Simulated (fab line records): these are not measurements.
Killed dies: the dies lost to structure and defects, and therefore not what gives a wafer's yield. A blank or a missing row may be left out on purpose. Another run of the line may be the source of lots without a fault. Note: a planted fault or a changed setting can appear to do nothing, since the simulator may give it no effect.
fab line records    flow sky130
[record] lots = 7  wafers = 21  last_day = 50
route steps=708 shown METAL5@662
lots that met no fault: taken from a fault-free run of the same line
start_h: hours from the record's first day to the start of the lot's first wafer shown    wait_h: hours since the lot's step before    " identical to the entry in the row above    L1.1+2: a single row standing in for several wafers    - no value present, or no start provided    * or withheld: withheld    < > ~ a bound
route shown NAME@n: names a module that has steps shown in the file, with the first one's number in the route    usual: mean/standard deviation taken from wafers without a fault    same: alike in all rows    chamber/n: place in a boat    sites: readings site by site    _std_site: the values' standard deviation    _edge_site: the outer-site mean with the inner-site mean subtracted    radius_mm: for every site, how far away it sits from the centre of the wafer    mask NAME#n: copy n    behind: the tool/chamber that last shaped the wafer    hold: cause of the lot's hold/its duration in hours/its outcome    device: the n, p or np transistor that did not switch    end of line: the route-end tests of the same wafers    step lacking rows: just its recipe    killed: count of dies lost to structure and defects at first sort (not the wafer's yield)    map: dies across one wafer; x = killed, . = not, _ = none there
set.NAME: setting as actually run; set.NAME@STEP: the setting as run at that earlier step    model.NAME: the simulator's own value behind a step, which no gauge read
lots at some steps of the route; a table a step, a row a wafer
services: the hour from which a tool's chamber was out of use, counted from the record's first day as start_h (under 0 if before that day), plus the number of hours and why
[[steps]]
[step SKY_METAL5_SPUTTER_01]
[recipe] material = TiN  target_thk_nm = 20  power_w = 6500  time_s = 16.7  chamber_pressure_pa = 0.4
[usual] cathode_dc_power_W = 6500.0/1.3  throttle_valve_pct = 29.8/1.1
lot.wafer  tool            chamber  start_h  wait_h  cathode_dc_power_W  throttle_valve_pct
L925.1     pvd_sputter-04  -        1062.34  0.0     6497.9              30.7
L925.4     "               -        "        "       6501.9              29.2
L925.5     "               -        "        "       6501.8              30.6
L932.1     pvd_sputter-04  -        1103.60  0.0     6499.0              29.2
L932.4     "               -        "        "       6501.1              30.3
L932.6     "               -        "        "       6497.9              30.2
L933.3     pvd_sputter-03  -        1106.00  0.0     6500.6              31.7
L933.4     "               -        "        "       6501.1              28.2
L933.6     "               -        "        "       6500.4              31.2
L934.1     pvd_sputter-03  -        1112.07  0.0     6504.4              28.3
L934.2     "               -        "        "       6501.3              28.7
L934.4     "               -        "        "       6499.4              31.3
L938.2     pvd_sputter-03  -        1139.18  0.0     6500.8              31.4
L938.4     "               -        "        "       6500.0              28.4
L938.5     "               -        "        "       6499.9              28.7
L939.1     pvd_sputter-02  -        1139.23  0.0     6502.1              27.8
L939.3     "               -        "        "       6501.7              30.1
L939.5     "               -        "        "       6502.2              30.0
L940.2     pvd_sputter-03  -        1140.59  0.0     6501.0              31.5
L940.4     "               -        "        "       6499.6              28.7
L940.5     "               -        "        "       6498.5              28.5
[step SKY_METAL5_SPUTTER_02]
[recipe] material = AlCu  target_thk_nm = 1150  power_w = 10600  time_s = 61.2  chamber_pressure_pa = 0.4
[usual] cathode_dc_power_W = 10600/1.8  throttle_valve_pct = 29.8/1
lot.wafer  tool            chamber  start_h  wait_h  cathode_dc_power_W  throttle_valve_pct
L925.1     pvd_sputter-04  -        1062.36  0.0     10603               30.7
L925.4     "               -        "        "       10600               28.9
L925.5     "               -        "        "       10601               30.2
L932.1     pvd_sputter-04  -        1103.62  0.0     10598               29.5
L932.4     "               -        "        "       10602               30.3
L932.6     "               -        "        "       10600               30.4
L933.3     pvd_sputter-03  -        1106.02  0.0     10598               31.2
L933.4     "               -        "        "       10600               28.5
L933.6     "               -        "        "       10599               31.3
L934.1     pvd_sputter-03  -        1112.10  0.0     10599               28.6
L934.2     "               -        "        "       10598               29.0
L934.4     "               -        "        "       10601               31.7
L938.2     pvd_sputter-03  -        1139.20  0.0     10597               31.4
L938.4     "               -        "        "       10600               28.5
L938.5     "               -        "        "       10599               28.7
L939.1     pvd_sputter-02  -        1139.25  0.0     10599               27.7
L939.3     "               -        "        "       10600               30.1
L939.5     "               -        "        "       10598               29.9
L940.2     pvd_sputter-03  -        1140.61  0.0     10600               31.4
L940.4     "               -        "        "       10600               29.0
L940.5     "               -        "        "       10602               28.3
[step SKY_METAL5_SPUTTER_03]
[recipe] material = Ti  target_thk_nm = 5  power_w = 3000  time_s = 3.3  chamber_pressure_pa = 0.4
[usual] cathode_dc_power_W = 3000.0/0.48  throttle_valve_pct = 29.8/1.1
lot.wafer  tool            chamber  start_h  wait_h  cathode_dc_power_W  throttle_valve_pct
L925.1     pvd_sputter-04  -        1062.41  0.0     2999.9              30.7
L925.4     "               -        "        "       2999.6              29.2
L925.5     "               -        "        "       2999.8              30.4
L932.1     pvd_sputter-04  -        1103.67  0.0     2999.8              28.9
L932.4     "               -        "        "       3000.2              30.2
L932.6     "               -        "        "       3000.0              30.1
L933.3     pvd_sputter-03  -        1106.07  0.0     2999.7              31.8
L933.4     "               -        "        "       2999.4              28.3
L933.6     "               -        "        "       3000.2              31.5
L934.1     pvd_sputter-03  -        1112.15  0.0     2999.4              28.4
L934.2     "               -        "        "       3000.2              28.8
L934.4     "               -        "        "       2999.6              31.6
L938.2     pvd_sputter-03  -        1139.26  0.0     3000.0              31.6
L938.4     "               -        "        "       3000.2              28.5
L938.5     "               -        "        "       2999.5              28.7
L939.1     pvd_sputter-02  -        1139.30  0.0     2999.4              27.9
L939.3     "               -        "        "       3000.6              30.0
L939.5     "               -        "        "       2999.4              29.9
L940.2     pvd_sputter-03  -        1140.66  0.0     3000.6              31.6
L940.4     "               -        "        "       2999.7              28.7
L940.5     "               -        "        "       2999.9              28.5
[step SKY_METAL5_SPUTTER_04]
[recipe] material = TiN  target_thk_nm = 70  power_w = 6500  time_s = 58.3  chamber_pressure_pa = 0.4
[usual] cathode_dc_power_W = 6499.9/1.2  throttle_valve_pct = 29.8/1
lot.wafer  tool            chamber  start_h  wait_h  cathode_dc_power_W  throttle_valve_pct
L925.1     pvd_sputter-04  -        1062.43  0.0     6499.2              30.8
L925.4     "               -        "        "       6499.4              29.1
L925.5     "               -        "        "       6498.9              30.4
L932.1     pvd_sputter-04  -        1103.69  0.0     6497.9              29.1
L932.4     "               -        "        "       6500.5              30.2
L932.6     "               -        "        "       6500.3              30.2
L933.3     pvd_sputter-03  -        1106.09  0.0     6499.0              31.7
L933.4     "               -        "        "       6500.4              28.4
L933.6     "               -        "        "       6499.4              31.3
L934.1     pvd_sputter-03  -        1112.17  0.0     6499.3              28.5
L934.2     "               -        "        "       6499.7              28.9
L934.4     "               -        "        "       6498.2              31.4
L938.2     pvd_sputter-03  -        1139.27  0.0     6499.3              31.6
L938.4     "               -        "        "       6500.1              28.3
L938.5     "               -        "        "       6501.2              29.0
L939.1     pvd_sputter-02  -        1139.32  0.0     6498.1              27.6
L939.3     "               -        "        "       6499.0              29.9
L939.5     "               -        "        "       6500.6              30.1
L940.2     pvd_sputter-03  -        1140.68  0.0     6499.6              31.6
L940.4     "               -        "        "       6501.4              28.9
L940.5     "               -        "        "       6500.1              28.3
[step SKY_METAL5_RS_MEAS_05]
[recipe] thk_meas_gauge = four-point-probe  reads = TiN_of_METAL5_SPUTTER_04+Ti_of_METAL5_SPUTTER_03+AlCu_of_METAL5_SPUTTER_02+TiN_of_METAL5_SPUTTER_01+Ti_of_METAL5_SPUTTER_00
[usual] METAL5_ALCU_RS = 0.0271/0.00032
lot.wafer  tool           chamber  start_h  wait_h  METAL5_ALCU_RS[ohm/sq]
L925.1     film_metro-02  -        1062.48  0.0     0.0273
L925.4     "              -        "        "       0.0272
L925.5     "              -        "        "       0.0273
L932.1     film_metro-02  -        1103.74  0.0     0.0269
L932.4     "              -        "        "       0.0268
L932.6     "              -        "        "       0.0268
L933.3     film_metro-01  -        1106.18  0.1     0.0274
L933.4     "              -        "        "       0.0271
L933.6     "              -        "        "       0.0273
L934.1     film_metro-03  -        1112.22  0.0     0.0271
L934.2     "              -        "        "       0.0272
L934.4     "              -        "        "       0.0274
L938.2     film_metro-03  -        1139.34  0.0     0.0276
L938.4     "              -        "        "       0.0273
L938.5     "              -        "        "       0.0274
L939.1     film_metro-01  -        1139.37  0.0     0.0273
L939.3     "              -        "        "       0.0272
L939.5     "              -        "        "       0.0273
L940.2     film_metro-03  -        1140.75  0.0     0.0269
L940.4     "              -        "        "       0.0267
L940.5     "              -        "        "       0.0267
[step SKY_METAL5_THK_MEAS_06]
[recipe] thk_meas_gauge = xrf  reads = AlCu_of_METAL5_SPUTTER_02
[usual] METAL5_ALCU_THK = 1174/15
lot.wafer  tool           chamber  start_h  wait_h  METAL5_ALCU_THK[nm]
L925.1     film_metro-02  -        1062.60  0.1     1173
L925.4     "              -        "        "       1175
L925.5     "              -        "        "       1171
L932.1     film_metro-02  -        1103.86  0.1     1183
L932.4     "              -        "        "       1195
L932.6     "              -        "        "       1198
L933.3     film_metro-01  -        1106.28  0.1     1168
L933.4     "              -        "        "       1182
L933.6     "              -        "        "       1169
L934.1     film_metro-03  -        1112.34  0.1     1168
L934.2     "              -        "        "       1167
L934.4     "              -        "        "       1158
L938.2     film_metro-03  -        1139.45  0.1     1157
L938.4     "              -        "        "       1171
L938.5     "              -        "        "       1161
L939.1     film_metro-01  -        1139.49  0.1     1170
L939.3     "              -        "        "       1174
L939.5     "              -        "        "       1172
L940.2     film_metro-03  -        1140.86  0.1     1189
L940.4     "              -        "        "       1189
L940.5     "              -        "        "       1189
[step SKY_METAL5_DEHYDRATE_07]
[recipe] temp_c = 200  time_s = 60
[step SKY_METAL5_HMDS_08]
[recipe] prime_time_s = 60  prime_temp_c = 120
[step SKY_METAL5_COAT_09]
[recipe] resist = NOVOLAK  spin_rpm = 3000  resist_thk_nm = 1800
[step SKY_METAL5_SOFTBAKE_10]
[recipe] temp_c = 90  time_s = 60  resist = NOVOLAK
[step SKY_METAL5_EXPOSE_11]
[recipe] mask_id = MM5  na = 0.6  source_shape = conventional  sigma_outer = 0.6  polarization = unpolarized  target_cd_nm = 1600  dose_mj = 190
[step SKY_METAL5_PEB_12]
[recipe] temp_c = withheld  time_s = *  resist = NOVOLAK
[step SKY_METAL5_DEVELOP_13]
[recipe] resist = NOVOLAK  developer = TMAH  develop_time_s = 60  dev_temp_c = 23
[usual] chill_plate_temp_C = 23.00/0.11  develop_time_s = 60/0
lot.wafer  tool            chamber  start_h  wait_h  chill_plate_temp_C  develop_time_s
L925.1     litho_track-01  0        1083.01  0.1     23.04               60
L925.4     "               0        "        "       22.96               60
L925.5     "               0        "        "       22.90               60
L932.1     litho_track-04  -        1122.74  0.1     -                   -
L932.4     "               -        "        "       -                   -
L932.6     "               -        "        "       -                   -
L933.3     litho_track-01  -        1125.21  0.1     -                   -
L933.4     "               -        "        "       -                   -
L933.6     "               -        "        "       -                   -
L934.1     litho_track-02  -        1131.62  0.1     -                   -
L934.2     "               -        "        "       -                   -
L934.4     "               -        "        "       -                   -
L938.2     litho_track-02  0        1156.60  0.1     23.07               60
L938.4     "               0        "        "       23.29               60
L938.5     "               0        "        "       23.18               60
L939.1     litho_track-02  0        1156.87  0.1     22.82               60
L939.3     "               0        "        "       22.93               60
L939.5     "               0        "        "       23.08               60
L940.2     litho_track-01  0        1158.43  0.1     23.06               60
L940.4     "               0        "        "       23.04               60
L940.5     "               0        "        "       22.99               60
[step SKY_METAL5_DESCUM_14]
[recipe] chemistry = O2  source_power_w = 150  bias_power_w = 0  pressure_mtorr = 10  temp_c = 40  time_s = 11
[usual] drypump_motor_current_A = 5.9/0.55  he_backside_leak_sccm = 3.42/0.22  oes_product_au = 0.996/0.01
lot.wafer  tool          chamber  start_h  wait_h  drypump_motor_current_A  he_backside_leak_sccm  oes_product_au  rf_hours_counter_h
L925.1     rie_metal-02  0        1083.16  0.1     6.0                      3.42                   0.980           12
L925.4     "             1        "        "       6.1                      3.30                   1.005           -
L925.5     "             1        "        "       6.1                      3.25                   1.004           -
L932.1     rie_metal-04  0        1122.89  0.1     6.6                      3.13                   0.997           27
L932.4     "             0        "        "       6.5                      2.96                   0.998           -
L932.6     "             0        "        "       6.5                      3.29                   0.994           -
L933.3     rie_metal-01  1        1125.32  0.1     4.9                      3.62                   0.995           -
L933.4     "             0        "        "       5.8                      3.39                   0.997           -
L933.6     "             1        "        "       4.9                      3.55                   0.992           -
L934.1     rie_metal-04  1        1131.77  0.1     4.9                      3.87                   1.007           5
L934.2     "             0        "        "       6.5                      3.39                   0.988           28
L934.4     "             1        "        "       4.9                      3.89                   1.000           -
L938.2     rie_metal-04  0        1156.72  0.1     6.5                      3.26                   0.999           30
L938.4     "             1        "        "       4.9                      3.35                   1.003           -
L938.5     "             0        "        "       6.6                      3.15                   0.995           -
L939.1     rie_metal-01  1        1157.02  0.1     4.9                      3.60                   0.980           22
L939.3     "             0        "        "       5.8                      3.58                   0.992           -
L939.5     "             1        "        "       5.0                      3.54                   0.981           -
L940.2     rie_metal-04  0        1158.56  0.1     6.6                      3.45                   0.990           30
L940.4     "             0        "        "       6.5                      3.19                   1.002           -
L940.5     "             1        "        "       4.9                      3.81                   1.002           -
[[services]]
tool            chamber  start_h  hours  kind
rie_metal-04    1        1040.90  -      clean
rie_metal-04    1        1040.90  23.1   scheduled_down
rie_metal-04    1        1040.90  23.1   vent_cycle
rie_metal-02    0        1041.33  1.7    repair
pvd_sputter-02  -        1042.02  13.8   repair
pvd_sputter-02  -        1067.48  12.5   repair
rie_metal-02    0        1098.27  5.1    repair
rie_metal-02    -        1122.50  0.2    repair
rie_metal-02    1        1133.18  -      clean
rie_metal-02    1        1133.18  -      consumable_replace:focus_ring
rie_metal-02    1        1133.18  43.3   scheduled_down
rie_metal-02    1        1133.18  43.3   vent_cycle
rie_metal-01    0        1144.76  5.6    repair
litho_track-01  -        1155.95  -      consumable_replace:filter
[[key]]
[first_sign] step = SKY_METAL5_DEVELOP_13  reading = tool_record  direction = missing
effect none on later readings
met_at SKY_METAL5_DEVELOP_13
struck_wafers L932.1,L932.4,L932.6,L933.3,L933.4,L933.6,L934.1,L934.2,L934.4
later_rows_left_out L932.1,L932.4,L932.6,L933.3,L933.4,L933.6,L934.1,L934.2,L934.4
sort_left_out L932.1,L932.4,L932.6,L933.3,L933.4,L933.6,L934.1,L934.2,L934.4
onset_between 1083.01 1122.74
[fault] kind = skipped_step_whole  tool = litho_track-01,litho_track-02,litho_track-04  chamber = -  onset_h = 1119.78  steps = SKY_METAL5_DEVELOP_13  scope = struck_lots_only
// sort_left_out: the simulated sort isn't trusted on such a fault, so these wafers' sort isn't shown, and their yield isn't known
// later_rows_left_out: the simulator's readings of these wafers behind a module that went badly wrong aren't trusted and aren't shown, but for the sort
